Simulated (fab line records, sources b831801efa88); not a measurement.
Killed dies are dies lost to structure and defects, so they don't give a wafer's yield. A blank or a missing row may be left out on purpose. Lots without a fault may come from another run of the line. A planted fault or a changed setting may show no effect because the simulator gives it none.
fab line records | flow sky130
record lots=6 wafers=18 last_day=51
route steps=708 shown LI_CONTACT@371 LOCAL_INTERCONNECT@387 PAD_OPEN@708
lots that met no fault: from a run of the same line without faults
start_h: hours from the record's first day to the start of the lot's first wafer shown | wait_h: hours since the lot's step before | " the same as in the row above | L1.1+2: a row that stands for several wafers | - no value, or no start given | * or withheld: withheld | < > ~ a bound
route shown NAME@n: a module of which the file shows steps, and the number in the route of the first | usual: mean/standard deviation of fault-free wafers | same: alike in all rows | chamber/n: place in a boat | sites: the reading at each site | _std_site: their standard deviation | _edge_site: outer sites' mean less inner sites' | radius_mm: how far each site lies from the wafer's centre | mask NAME#n: copy n | behind: the tool/chamber that last shaped the wafer | hold: why the lot was held/for how many hours/how that ended | device: the transistor (n, p or np) that didn't switch | end of line: the same wafers' tests at the end of the route | a step without rows: its recipe alone | killed: dies lost to structure and defects at the first sort, not the wafer's yield | map: a wafer's dies, x killed, . not, _ none there
set.NAME: the setting as run; set.NAME@STEP: as run at that earlier step | model.NAME: the simulator's own value behind a step, which no gauge read
lots at some steps of the route; a table a step, a row a wafer
services: from which hour (start_h, from the record's first day; less than 0 if before it) a tool's chamber was out of use, for how many hours, and why
## steps
# step SKY_LI_CONTACT_EXPOSE_09
# recipe mask_id=LICM1 na=0.8 source_shape=annular sigma_inner=0.55 sigma_outer=0.85 target_cd_nm=170 dose_mj=38
# step SKY_LI_CONTACT_PEB_10
# recipe peb_temp_c=withheld peb_time_s=withheld resist=KrF-thick
# step SKY_LI_CONTACT_DEVELOP_11
# recipe develop_time_s=60 resist=KrF-thick dev_temp_c=21
# step SKY_LI_CONTACT_CD_MEAS_12
# recipe target_cd_nm=170
# usual cd_nm=170.0/1.5
# columns lot.wafer tool chamber start_h wait_h cd_nm
L488.2 cd_sem-01 - 696.24 - 168.8
L488.3 " - " " 170.0
L488.6 " - " " 168.8
L494.1 cd_sem-02 - 748.97 - 167.3
L494.2 " - " " 168.1
L494.6 " - " " 167.3
L495.1 cd_sem-02 - 750.13 - 169.4
L495.4 " - " " 168.0
L495.5 " - " " 169.1
L504.2 cd_sem-02 - 843.34 - 168.8
L504.3 " - " " 169.0
L504.5 " - " " 168.6
L508.1 cd_sem-02 - 865.00 - 169.0
L508.2 " - " " 169.2
L508.3 " - " " 169.0
L510.1 cd_sem-02 - 868.12 - 172.5
L510.3 " - " " 172.6
L510.6 " - " " 172.6
# step SKY_LI_CONTACT_OVL_MEAS_13
# usual LI_CONTACT_OVL=4/6.5
# columns lot.wafer tool chamber start_h wait_h LI_CONTACT_OVL[nm]
L488.2 overlay-02 - 696.34 0.1 -2
L488.3 " - " " 4
L488.6 " - " " 7
L494.1 overlay-01 - 749.09 0.1 -6
L494.2 " - " " 1
L494.6 " - " " 7
L495.1 overlay-02 - 750.25 0.1 -4
L495.4 " - " " 5
L495.5 " - " " -3
L504.2 overlay-02 - 843.45 0.1 -5
L504.3 " - " " -3
L504.5 " - " " 1
L508.1 overlay-01 - 865.12 0.1 0
L508.2 " - " " 1
L508.3 " - " " 1
L510.1 overlay-02 - 868.24 0.1 8
L510.3 " - " " 6
L510.6 " - " " -1
# step SKY_LI_CONTACT_ETCH_14
# recipe chemistry=N2/H2 target=BARC ion_energy_ev=200 source_w=500 bias_w=100 pressure_mtorr=30 n2_flow_sccm=100 h2_flow_sccm=200 stop_on=SiO2 time_s=45.9 target_depth_a=600
# usual drypump_motor_current_A=5.6/0.46 oes_product_au=0.853/0.0045 throttle_valve_pct=13.225/0.0091
# same time_s=45.9
# columns lot.wafer tool chamber start_h wait_h drypump_motor_current_A oes_product_au rf_hours_counter_h throttle_valve_pct
L488.2 rie_diel-01 0 696.37 0.0 5.5 0.856 8 13.219
L488.3 " 0 " " 5.5 0.854 - 13.237
L488.6 " 2 " " 6.1 0.850 - 13.230
L494.1 rie_diel-04 2 749.13 0.0 5.6 0.847 17 13.217
L494.2 " 1 " " 5.2 0.862 9 13.228
L494.6 " 1 " " 5.2 0.853 - 13.230
L495.1 rie_diel-01 3 750.28 0.0 5.1 0.863 8 13.224
L495.4 " 0 " " 5.5 0.851 - 13.218
L495.5 " 2 " " 6.1 0.855 - 13.220
L504.2 rie_diel-04 2 843.48 0.0 5.6 0.858 19 13.235
L504.3 " 0 " " 5.3 0.856 4 13.218
L504.5 " 2 " " 5.6 0.854 - 13.240
L508.1 rie_diel-03 2 865.16 0.0 5.9 0.846 24 13.213
L508.2 " 0 " " 5.3 0.849 7 13.232
L508.3 " 3 " " 6.2 0.849 13 13.214
L510.1 rie_diel-01 3 868.28 0.0 5.1 0.853 11 13.233
L510.3 " 2 " " 6.1 0.848 0 13.211
L510.6 " 3 " " 5.1 0.855 - 13.225
# step SKY_LI_CONTACT_ETCH_15
# recipe target=PSG chemistry=C4F8/O2/Ar stop_on=Si taper_deg=4.15 mask_material=KrF-thick source_w=1500 bias_w=1200 pressure_mtorr=40 c4f8_flow_sccm=withheld O2_flow_sccm=6 Ar_flow_sccm=300 time_s=withheld target_depth_a=6000
# usual oes_product_au=0.837/0.0046
# columns lot.wafer tool chamber start_h wait_h oes_product_au
L488.2 rie_diel-01 0 696.43 0.0 0.839
L488.3 " 0 " " 0.838
L488.6 " 2 " " 0.833
L494.1 rie_diel-04 2 749.17 0.0 0.836
L494.2 " 1 " " 0.835
L494.6 " 1 " " 0.837
L495.1 rie_diel-01 3 750.32 0.0 0.838
L495.4 " 0 " " 0.838
L495.5 " 2 " " 0.834
L504.2 rie_diel-04 2 843.52 0.0 0.838
L504.3 " 0 " " 0.833
L504.5 " 2 " " 0.827
L508.1 rie_diel-03 2 865.20 0.0 0.845
L508.2 " 0 " " 0.837
L508.3 " 3 " " 0.828
L510.1 rie_diel-01 3 868.32 0.0 0.840
L510.3 " 2 " " 0.841
L510.6 " 3 " " 0.837
# step SKY_LI_CONTACT_STRIP_16
# recipe chemistry=O2/N2 power_w=1400 pressure_mtorr=1500 platen_temp_c=withheld o2_flow_sccm=3000 n2_flow_sccm=300 overash_fraction=0.5
# step SKY_LI_CONTACT_CLEAN_17
# recipe chemistry=NMP time_s=600 temp_c=60 dry=n2_spin
# step SKY_LI_CONTACT_PRE_CLEAN_18
# recipe gas=Ar time_s=5.6 bias_v=358
# step SKY_LI_CONTACT_SPUTTER_19
# recipe material=Ti target_thk_nm=20 chamber_pressure_pa=5 power_w=2500 substrate_temp_c=200 time_s=106.37
# usual throttle_valve_pct=29.7/1.1
# same time_s=106.37
# columns lot.wafer tool chamber start_h wait_h throttle_valve_pct
L488.2 pvd_sputter-03 - 696.86 0.0 31.5
L488.3 " - " " 29.2
L488.6 " - " " 31.8
L494.1 pvd_sputter-03 - 749.55 0.0 28.5
L494.2 " - " " 31.5
L494.6 " - " " 31.9
L495.1 pvd_sputter-03 - 750.88 0.0 28.6
L495.4 " - " " 28.9
L495.5 " - " " 31.8
L504.2 pvd_sputter-01 - 843.92 0.0 29.6
L504.3 " - " " 28.5
L504.5 " - " " 30.9
L508.1 pvd_sputter-01 - 865.58 0.0 29.8
L508.2 " - " " 28.6
L508.3 " - " " 29.9
L510.1 pvd_sputter-03 - 868.70 0.0 29.0
L510.3 " - " " 28.6
L510.6 " - " " 29.0
# step SKY_LI_CONTACT_SPUTTER_20
# recipe material=TiN target_thk_nm=20 chamber_pressure_pa=5 power_w=4000 time_s=80
# usual throttle_valve_pct=29.7/1.1
# same time_s=80
# columns lot.wafer tool chamber start_h wait_h throttle_valve_pct
L488.2 pvd_sputter-03 - 696.93 0.0 31.5
L488.3 " - " " 29.1
L488.6 " - " " 31.8
L494.1 pvd_sputter-03 - 749.63 0.0 28.4
L494.2 " - " " 31.8
L494.6 " - " " 31.9
L495.1 pvd_sputter-03 - 750.95 0.0 28.4
L495.4 " - " " 29.1
L495.5 " - " " 31.7
L504.2 pvd_sputter-01 - 843.99 0.0 29.7
L504.3 " - " " 28.8
L504.5 " - " " 31.2
L508.1 pvd_sputter-01 - 865.66 0.0 29.8
L508.2 " - " " 29.0
L508.3 " - " " 29.8
L510.1 pvd_sputter-03 - 868.78 0.0 29.3
L510.3 " - " " 28.7
L510.6 " - " " 29.0
# step SKY_LI_CONTACT_CVD_21
# recipe material=W target_thk_nm=400 time_s=120.56 temp_c=400 pressure_torr=40
# usual heater_power_w=783/53
# columns lot.wafer tool chamber start_h wait_h heater_power_w model.W_of_LI_CONTACT_CVD_21.thk_nm
L488.2 cvd_w-01 1 696.99 0.0 812 389.3
L488.3 " 0 " " 714 387.8
L488.6 " 0 " " 698 386.1
L494.1 cvd_w-01 0 749.69 0.0 723 433.1
L494.2 " 1 " " 791 388.2
L494.6 " 0 " " 718 385.7
L495.1 cvd_w-01 0 751.02 0.0 706 430.8
L495.4 " 0 " " 721 429.7
L495.5 " 0 " " 716 431.8
L504.2 cvd_w-02 1 844.09 0.1 847 387.8
L504.3 " 1 " " 854 395
L504.5 " 1 " " 842 396.7
L508.1 cvd_w-01 1 865.72 0.0 785 396.2
L508.2 " 0 " " 704 392.2
L508.3 " 1 " " 809 396.7
L510.1 cvd_w-02 0 868.84 0.0 740 400
L510.3 " 0 " " 751 399.3
L510.6 " 0 " " 762 397.1
# step SKY_LI_CONTACT_RS_MEAS_22
# recipe thk_meas_gauge=four-point-probe reads=W_of_LI_CONTACT_CVD_21+TiN_of_LI_CONTACT_SPUTTER_20+Ti_of_LI_CONTACT_SPUTTER_19
# usual LI_CONTACT_W_RS=0.290/0.0031
# columns lot.wafer tool chamber start_h wait_h hold LI_CONTACT_W_RS[ohm/sq]
L488.2 film_metro-04 - 697.14 0.1 - 0.292
L488.3 " - " " - 0.294
L488.6 " - " " - 0.295
L494.1 film_metro-02 - 749.81 0.1 await_dispo/0.2h/release 0.263
L494.2 " - " " await_dispo/0.2h/release 0.293
L494.6 " - " " await_dispo/0.2h/release 0.295
L494.1 film_metro-02 - 750.10 0.3 - 0.262
L494.2 " - " " - 0.293
L494.6 " - " " - 0.295
L495.1 film_metro-02 - 751.14 0.1 await_dispo/0.2h/release 0.264
L495.4 " - " " await_dispo/0.2h/release 0.264
L495.5 " - " " await_dispo/0.2h/release 0.263
L495.1 film_metro-02 - 751.43 0.3 - 0.264
L495.4 " - " " - 0.264
L495.5 " - " " - 0.264
L504.2 film_metro-02 - 844.32 0.2 - 0.293
L504.3 " - " " - 0.288
L504.5 " - " " - 0.287
L508.1 film_metro-01 - 865.84 0.1 - 0.287
L508.2 " - " " - 0.290
L508.3 " - " " - 0.287
L510.1 film_metro-02 - 868.96 0.1 - 0.284
L510.3 " - " " - 0.285
L510.6 " - " " - 0.286
# step SKY_LI_CONTACT_THK_MEAS_23
# recipe thk_meas_gauge=xrf reads=W_of_LI_CONTACT_CVD_21
# usual LI_CONTACT_W_THK=386/4.5
# columns lot.wafer tool chamber start_h wait_h hold LI_CONTACT_W_THK[nm]
L488.2 film_metro-04 - 697.25 0.1 - 382
L488.3 " - " " - 380
L488.6 " - " " - 379
L495.1 film_metro-02 - 752.74 1.3 await_dispo/0.2h/release 431
L495.4 " - " " await_dispo/0.2h/release 429
L495.5 " - " " await_dispo/0.2h/release 433
L495.1 film_metro-02 - 752.97 0.2 - 430
L495.4 " - " " - 430
L495.5 " - " " - 430
L494.1 film_metro-02 - 753.03 2.9 await_dispo/0.2h/release 430
L494.2 " - " " await_dispo/0.2h/release 386
L494.6 " - " " await_dispo/0.2h/release 386
L494.1 film_metro-02 - 753.25 0.2 - 433
L494.2 " - " " - 386
L494.6 " - " " - 385
L504.2 film_metro-02 - 844.43 0.1 - 376
L504.3 " - " " - 387
L504.5 " - " " - 387
L508.1 film_metro-01 - 865.96 0.1 - 387
L508.2 " - " " - 385
L508.3 " - " " - 388
L510.1 film_metro-02 - 869.08 0.1 - 393
L510.3 " - " " - 394
L510.6 " - " " - 391
# step SKY_LI_CONTACT_CMP_24
# recipe stop_on=PSG t_overpolish_s=20 down_force_psi=3.5 platen_rpm=60 target_thk_nm=0 pad_velocity_m_s=0.94248
# usual motor_current_A=11.3/1.9 slurry_flow_ml_min=150.0/0.51 time_to_endpoint_s=95/3.4
# columns lot.wafer tool chamber start_h wait_h hold motor_current_A slurry_flow_ml_min time_to_endpoint_s
L488.3 cmp-01 3 697.30 0.0 - 8.6 151.3 94
L488.2 " 1 " " - 12.0 149.0 100
L488.6 " 0 " " - 11.0 150.1 92
L494.1 cmp-01 0 754.49 1.2 await_dispo/1.1h/release 10.9 150.4 107
L494.2 " 2 " " await_dispo/1.1h/release 14.2 149.2 94
L494.6 " 0 " " await_dispo/1.1h/release 10.9 150.1 95
L495.1 cmp-01 0 763.59 10.6 await_dispo/10.2h/release 11.3 149.4 101
L495.4 " 1 " " await_dispo/10.2h/release 12.2 149.5 109
L495.5 " 3 " " await_dispo/10.2h/release 8.9 149.3 105
L504.2 cmp-01 3 844.48 0.0 - 8.9 150.7 92
L504.3 " 1 " " - 12.9 150.2 99
L504.5 " 3 " " - 8.7 149.5 94
L508.3 cmp-01 2 866.02 0.0 - 15.7 149.4 91
L508.1 " 3 " " - 8.7 150.6 97
L508.2 " 0 " " - 10.9 150.0 92
L510.3 cmp-01 3 869.14 0.0 - 8.7 149.4 95
L510.1 " 1 " " - 12.3 150.4 97
L510.6 " 3 " " - 8.7 149.8 94
# step SKY_LOCAL_INTERCONNECT_SPUTTER_00
# recipe material=TiN target_thk_nm=100 temp_c=300 power_w=6500 time_s=83.3 chamber_pressure_pa=0.4
# usual throttle_valve_pct=30.0/0.91
# same time_s=83.3
# columns lot.wafer tool chamber start_h wait_h throttle_valve_pct
L488.2 pvd_sputter-02 - 697.60 0.1 31.3
L488.3 " - " " 28.7
L488.6 " - " " 31.1
L494.1 pvd_sputter-04 - 754.79 0.2 29.7
L494.2 " - " " 29.6
L494.6 " - " " 29.8
L495.1 pvd_sputter-04 - 763.79 0.1 30.9
L495.4 " - " " 29.6
L495.5 " - " " 29.8
L504.2 pvd_sputter-02 - 844.78 0.2 31.1
L504.3 " - " " 28.8
L504.5 " - " " 28.6
L508.1 pvd_sputter-02 - 866.32 0.2 31.0
L508.2 " - " " 31.1
L508.3 " - " " 28.6
L510.1 pvd_sputter-04 - 869.44 0.1 29.3
L510.3 " - " " 29.5
L510.6 " - " " 31.0
# step SKY_PAD_OPEN_PROBE_99
# usual killed_at_M0_to_M3=44/7.4 killed_at_M4_up=3.1/1.8 killed_at_contacts=25/6 killed_at_front_end=15/4.4 killed_at_other=0.3/0.49 killed_dies=88/10 killed_open=48/7.4 killed_short=39/6.3
# same gross_dies=492 killed_at_back_side=0
# columns lot.wafer tool chamber start_h wait_h killed_at_M0_to_M3 killed_at_M4_up killed_at_contacts killed_at_front_end killed_at_other killed_dies killed_open killed_short
L494.1 prober-01 - 1134.27 0.1 46 4 25 9 1 85 47 37
L494.2 prober-01 - 1134.32 0.1 49 4 22 14 1 90 45 45
L494.6 prober-01 - 1134.52 0.2 38 3 37 13 0 91 62 29
# killed by level:class
L494.1 LI_CONTACT:geometric_particle:open=11 VIA1:geometric_particle:open=10 VIA2:geometric_particle:open=8 VIA2:geometric_particle:short=6 CONTACT:geometric_particle:short=5 FIELD_ISO:geometric_particle:open=4 LI_CONTACT:geometric_particle:short=4 CONTACT:geometric_particle:open=4
L494.2 METAL1:geometric_particle:short=8 LI_CONTACT:geometric_particle:open=8 VIA1:geometric_particle:open=7 CONTACT:geometric_particle:open=6 VIA3:geometric_particle:short=6 VIA2:geometric_particle:short=6 METAL2:geometric_particle:short=6 CONTACT:geometric_particle:short=5
L494.6 VIA3:geometric_particle:open=13 LI_CONTACT:geometric_particle:open=12 CONTACT:geometric_particle:open=11 VIA2:geometric_particle:open=9 VIA1:geometric_particle:open=8 CONTACT:geometric_particle:short=7 FIELD_ISO:geometric_particle:open=6 LI_CONTACT:geometric_particle:short=3
## services
# columns tool chamber start_h hours kind
pvd_sputter-03 - 680.12 0.6 repair
rie_diel-01 1 680.49 132.0 repair
pvd_sputter-02 - 690.98 2.7 repair
pvd_sputter-04 - 693.51 1.8 repair
rie_diel-01 3 694.55 10.0 repair
rie_diel-03 - 697.02 11.9 repair
pvd_sputter-03 - 716.17 9.4 repair
cmp-01 - 741.06 4.6 pm
rie_diel-01 0 742.49 2.3 repair
cmp-01 - 747.75 0.6 repair
rie_diel-04 - 770.10 4.3 pm
cmp-01 - 777.48 1.3 repair
cmp-01 - 780.97 1.6 repair
rie_diel-01 2 801.81 9.5 repair
rie_diel-01 2 821.06 6.9 repair
rie_diel-04 0 824.30 7.4 repair
rie_diel-01 - 824.76 0.8 repair
pvd_sputter-02 - 828.43 2.8 repair
pvd_sputter-02 - 835.56 3.0 repair
rie_diel-04 1 840.81 7.8 repair
rie_diel-04 3 857.72 8.3 repair
cmp-01 - 860.10 0.2 repair
rie_diel-01 3 862.30 2.6 repair
pvd_sputter-01 - 865.98 2.0 repair
## key
first_sign step=SKY_LI_CONTACT_RS_MEAS_22 reading=visit direction=added
effect step=SKY_LI_CONTACT_RS_MEAS_22 reading=LI_CONTACT_W_RS direction=down sigmas=8.5 usual=0.290 struck=0.264
effect step=SKY_LI_CONTACT_THK_MEAS_23 reading=visit direction=added
effect step=SKY_LI_CONTACT_THK_MEAS_23 reading=LI_CONTACT_W_THK direction=up sigmas=9.8 usual=386 struck=431
effect step=SKY_LI_CONTACT_CMP_24 reading=time_to_endpoint_s direction=up sigmas=3.2 usual=* struck=*
model_effect step=SKY_LI_CONTACT_CVD_21 value=W_of_LI_CONTACT_CVD_21.thk_nm without=384.5 struck=431.4
met_at SKY_LI_CONTACT_CVD_21
struck_wafers L494.1,L495.1,L495.4,L495.5
tester_left_out L494,L495
onset_between 696.99 749.69
fault kind=process_parameter_drift tool=cvd_w-01 chamber=- onset_h=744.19 steps=SKY_LI_CONTACT_CVD_21 channel=target_thk_nm offset=47.037 shape=step end_h=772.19 scope=struck_wafers_only acts_in=these_recipes_only stated=400
# tester_left_out: of these lots the tester's yield and bins aren't shown, on N5 and GAA mostly nor the transistor test; their killed dies are dies lost to structure and defects alone, not to doping, threshold or leakage, so they don't give the yield
